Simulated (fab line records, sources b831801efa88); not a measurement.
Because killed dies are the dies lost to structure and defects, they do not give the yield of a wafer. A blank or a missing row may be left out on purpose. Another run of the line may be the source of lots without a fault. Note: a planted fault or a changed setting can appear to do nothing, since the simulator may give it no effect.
Chamber matching / flow gf180mcu / pecvd-01 running GF_V3_CVD_02: 3 sister chambers
The step deposits SiO2 from TEOS, target thk 850 nm, time 94.851 s. 6 wafers are shown with their chamber, then 11 later ones without.

== EACH WAFER AND ITS CHAMBER ==
wafer=L084.5; chamber=0; heater power w (W)=611
wafer=L084.6; chamber=2; heater power w (W)=622
wafer=L088.4; chamber=2; heater power w (W)=651
wafer=L088.5; chamber=0; heater power w (W)=743
wafer=L088.6; chamber=1; heater power w (W)=840
wafer=L091.3; chamber=1; heater power w (W)=864

== WAFERS WITH NO CHAMBER GIVEN ==
wafer=L091.5; heater power w (W)=559
wafer=L091.6; heater power w (W)=706
wafer=L095.1; heater power w (W)=877
wafer=L095.4; heater power w (W)=643
wafer=L095.5; heater power w (W)=760
wafer=L096.2; heater power w (W)=861
wafer=L096.4; heater power w (W)=726
wafer=L096.5; heater power w (W)=625
wafer=L097.1; heater power w (W)=851
wafer=L097.2; heater power w (W)=700
wafer=L097.3; heater power w (W)=696

== CHAMBER TAKEN BY EACH ==
wafer=L091.5; from the rows above=can't be placed: 2 or 0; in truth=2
wafer=L091.6; from the rows above=can't be placed: 0 or 2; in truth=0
wafer=L095.1; from the rows above=1; in truth=1
wafer=L095.4; from the rows above=can't be placed: 2 or 0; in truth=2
wafer=L095.5; from the rows above=can't be placed: 0 or 1 or 2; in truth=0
wafer=L096.2; from the rows above=1; in truth=1
wafer=L096.4; from the rows above=can't be placed: 0 or 2 or 1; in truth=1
wafer=L096.5; from the rows above=can't be placed: 2 or 0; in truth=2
wafer=L097.1; from the rows above=1; in truth=1
wafer=L097.2; from the rows above=can't be placed: 0 or 2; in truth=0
wafer=L097.3; from the rows above=can't be placed: 0 or 2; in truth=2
Placed correctly: 3 of 11. Cannot be placed on the basis of these rows: 8; the candidates contain the true chamber in 8. Number placed wrongly: 0.
How it was worked out, from the rows above alone: a wafer's distance from a chamber is the root of the sum, over the readings, of the square of ((its reading less the chamber's mean) divided by the reading's scatter). The wafer belongs to the nearest chamber; if the next one is less than 2 further off, it can't be placed. The mean given for a chamber averages the wafers shown for that chamber. The scatter: take each reading less its chamber's mean, square it, sum over the shown wafers, divide by the number of wafers less the number of chambers, and take the root.
